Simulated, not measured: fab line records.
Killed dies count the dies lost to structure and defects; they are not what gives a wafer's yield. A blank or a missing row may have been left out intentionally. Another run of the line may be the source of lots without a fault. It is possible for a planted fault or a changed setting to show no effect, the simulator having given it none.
What tool caused it? | flow gf180mcu | Sampling: 7 lots, 21 wafers, 2 of 602 route steps

== WHAT THE GAUGES READ, wafer by wafer ==
GF_V5_BOW_MEAS_05.
lot  | measured     | on            | V5_BOW (um)
L916 | day 26 20:53 | film-metro-02 | 151 140 132
L926 | day 29 22:24 | film-metro-03 | 159 130 136
L929 | day 30 18:59 | film-metro-03 | 140 138 125
L931 | day 31 05:35 | film-metro-02 | 119 131 137
L933 | day 31 19:49 | film-metro-01 | 125 152 148
L935 | day 32 08:34 | film-metro-03 | 148 158 143
L937 | day 32 21:02 | film-metro-03 | 147 134 136

== EACH LOT AND THE TOOL THAT RAN IT (in order: tool; ch and the chambers of the sampled wafers; start) ==
lot  | GF_HV_LDD_STRIP_22
L916 | plasma-asher-01 ch 0,1, day 11 03:23
L926 | plasma-asher-01 ch 0,1, day 14 10:14
L929 | plasma-asher-04 ch 0,1, day 15 06:51
L931 | plasma-asher-02 ch 0,1, day 15 19:32
L933 | plasma-asher-02 ch 0,1, day 16 16:11
L935 | plasma-asher-01 ch 0,1, day 17 03:56
L937 | plasma-asher-01 ch 0,1, day 17 22:30
- GF_HV_LDD_STRIP_22: strips in O2/N2.

== THE ANSWER, worked out from the rows above alone ==
Rule: the lots themselves supply what counts as usual. The widest of any qualifying gaps counts: lots, ordered by their means at a reading, are off when they make up no more than a third of the lots, leave a main group of 4 or more, and stand apart from it by 3 or more times the standard deviation of that group's means. A main group is skipped when, at the precision printed for the reading in the tables above, its means are all equal. A lot without any number at a reading at which 4 lots or more have one is off too. The other lots that the step has rows for count as sound.
No lot is off on any of the readings shown, so nothing can be concluded from this.

== WHAT THE SIMULATOR PUT IN ==
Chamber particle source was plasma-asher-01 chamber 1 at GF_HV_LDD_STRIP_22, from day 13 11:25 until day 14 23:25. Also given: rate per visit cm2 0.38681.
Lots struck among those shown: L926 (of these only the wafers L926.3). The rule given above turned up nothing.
